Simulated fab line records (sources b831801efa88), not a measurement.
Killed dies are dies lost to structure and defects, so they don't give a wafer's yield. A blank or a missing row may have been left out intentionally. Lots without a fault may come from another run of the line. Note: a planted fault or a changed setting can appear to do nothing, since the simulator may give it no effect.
Comparing a struck lot with a sound one	flow sky130	32 steps out of a route of 708
Sound: these wafers, L949.4, L949.5, L949.6. Struck: wafers L964.2, L964.3, L964.5. Last of all comes the cause.
Per side, at each step with rows, come the tool, then ch with its chambers, and then its first start. Under that, the readings that differ: sound wafers	struck wafers	difference of the means	sigmas: that difference in standard deviations of wafers without a fault.
alike: readings with means less than 2 such deviations apart, plus words and numbers identical on both sides. not compared: withheld readings, readings lacking a value on some wafer, bounds such as >300 that could conceal the same value, and numbers that have no deviation in the record and whose values overlap.
The two part at a step that has a row with sigmas, a row that says differs or no value, or rows on one side only. Numbers that don't overlap but have no deviation are shown without sigmas and don't part them. A reading that every wafer of one side lacks parts them only if that side has two wafers or more.

SKY_SD_P_CD_MEAS_07: target cd 380 nm.
  sound: cd sem-02 at day 27 08:29; struck: cd sem-02 at day 31 17:17
  alike: cd nm
SKY_SD_P_OVL_MEAS_08:
  sound: overlay-02 at day 27 08:34; struck: overlay-02 at day 31 17:23
  alike: SD_P_OVL
next, for these wafers, 1 step has no rows: SKY_SD_P_IMPLANT_09.
SKY_SD_P_STRIP_10: strips in O2/N2.
  sound on plasma asher-02 ch 0,1, day 27 08:46; struck on plasma asher-01 ch 0,1, day 31 17:34
reading	sound	struck	difference	sigmas
strip time to endpoint s (s)	17.53 17.55 17.54	17.43 17.47 17.42	-0.10	-2
  alike: chamber pressure mTorr, drypump motor current A, oes product au
  not compared: rf hours counter h
SKY_SD_P_TW_MEAS_11:
  sound: film metro-03 at day 27 08:51; struck: film metro-01 at day 31 17:41
  alike: SD_P_TW
then, 7 steps without rows for these wafers: SKY_RES_XHIGH_DEHYDRATE_00 (time 60 s); SKY_RES_XHIGH_HMDS_01 (prime time 60 s); SKY_RES_XHIGH_COAT_02 (resist thk 1140 nm); SKY_RES_XHIGH_SOFTBAKE_03 (time 60 s); SKY_RES_XHIGH_EXPOSE_04 (exposes mask URPM, target cd 1270 nm); SKY_RES_XHIGH_PEB_05; SKY_RES_XHIGH_DEVELOP_06 (develop time 60 s).
SKY_RES_XHIGH_IMPLANT_07:
  sound on implanter-02 ch 0, day 28 13:16; struck on implanter-02 ch 0, day 32 20:13
reading	sound	struck	difference	sigmas
beam on s (s)	35.3 34.2 34.5	28.1 27.5 27.6	-6.9	-3
faraday current uA	575 590 586	719 740 738	+149	+5
  alike: tilt deg
SKY_RES_XHIGH_STRIP_08: strips in O2/N2.
  sound on plasma asher-04 ch 0,1, day 28 13:22; struck on plasma asher-02 ch 0,1, day 32 20:20
reading	sound	struck	difference	sigmas
strip time to endpoint s (s)	14.27 14.31 14.28	14.16 14.22 14.21	-0.09	-2
  alike: chamber pressure mTorr, drypump motor current A, oes product au
  not compared: rf hours counter h
SKY_RES_XHIGH_TW_MEAS_09:
  sound: film metro-02 at day 28 13:28; struck: film metro-01 at day 32 20:40
reading	sound	struck	difference	sigmas
RES_XHIGH_TW	1677 1674 1674	1542 1536 1537	-137	-11
  not compared: hold
then, 6 steps without rows for these wafers: SKY_SD_N_HMDS_01 (prime time 60 s); SKY_SD_N_COAT_02 (resist thk 1140 nm); SKY_SD_N_SOFTBAKE_03 (time 60 s); SKY_SD_N_EXPOSE_04 (exposes mask NSDM, target cd 380 nm); SKY_SD_N_PEB_05; SKY_SD_N_DEVELOP_06 (develop time 60 s).
SKY_SD_N_CD_MEAS_07: target cd 380 nm.
  sound: cd sem-02 at day 29 17:44; struck: cd sem-01 at day 33 23:14
reading	sound	struck	difference	sigmas
cd nm (nm)	374.9 375.7 375.7	381.0 378.8 380.6	+4.7	+2
SKY_SD_N_OVL_MEAS_08:
  sound: overlay-02 at day 29 17:49; struck: overlay-01 at day 33 23:21
  alike: SD_N_OVL
then, 2 steps without rows for these wafers: SKY_SD_N_IMPLANT_09; SKY_SD_N_IMPLANT_10.
SKY_SD_N_STRIP_11: strips in O2/N2.
  sound on plasma asher-04 ch 0,1, day 29 18:10; struck on plasma asher-01 ch 1, day 33 23:41
  alike: chamber pressure mTorr, drypump motor current A, oes product au, strip time to endpoint s
  not compared: rf hours counter h
SKY_SD_N_TW_MEAS_12:
  sound: film metro-03 at day 29 18:16; struck: film metro-02 at day 33 23:48
  alike: SD_N_TW
then, 1 step without rows for these wafers: SKY_SD_N_CLEAN_13 (cleans in SC1/SC2, time 150 s).
SKY_SD_N_RTA_14: time 2 s.
  sound on rtp anneal-01 ch 0, day 29 18:22; struck on rtp anneal-01 ch 0, day 33 23:54
  alike: anneal temp c max, lamp power pct, wafer_temp_C_max
SKY_SD_N_RS_MEAS_16: uses a four-point probe to measure.
  sound: film metro-02 at day 29 18:34; struck: film metro-01 at day 34 00:05
  alike: SD_N_RS
SKY_SD_N_RS_MEAS_17: uses a four-point probe to measure.
  sound: film metro-02 at day 29 18:41; struck: film metro-01 at day 34 00:13
reading	sound	struck	difference	sigmas
SD_P_RS (ohm/sq)	147.6 147.6 147.4	146.3 146.4 146.9	-1.0	-3
SKY_SD_N_RS_MEAS_18: uses a four-point probe to measure.
  sound: film metro-02 at day 29 18:49; struck: film metro-01 at day 34 00:38
reading	sound	struck	difference	sigmas
RES_XHIGH_RS (ohm/sq)	331.5 331.3 332.4	402.1 401.7 402.7	+70.4	+54
  not compared: hold

WHERE THEY PART
Last at SKY_SD_N_RS_MEAS_18 as far as this record goes, first at SKY_SD_P_STRIP_10.

WHY: whatever the simulator had introduced
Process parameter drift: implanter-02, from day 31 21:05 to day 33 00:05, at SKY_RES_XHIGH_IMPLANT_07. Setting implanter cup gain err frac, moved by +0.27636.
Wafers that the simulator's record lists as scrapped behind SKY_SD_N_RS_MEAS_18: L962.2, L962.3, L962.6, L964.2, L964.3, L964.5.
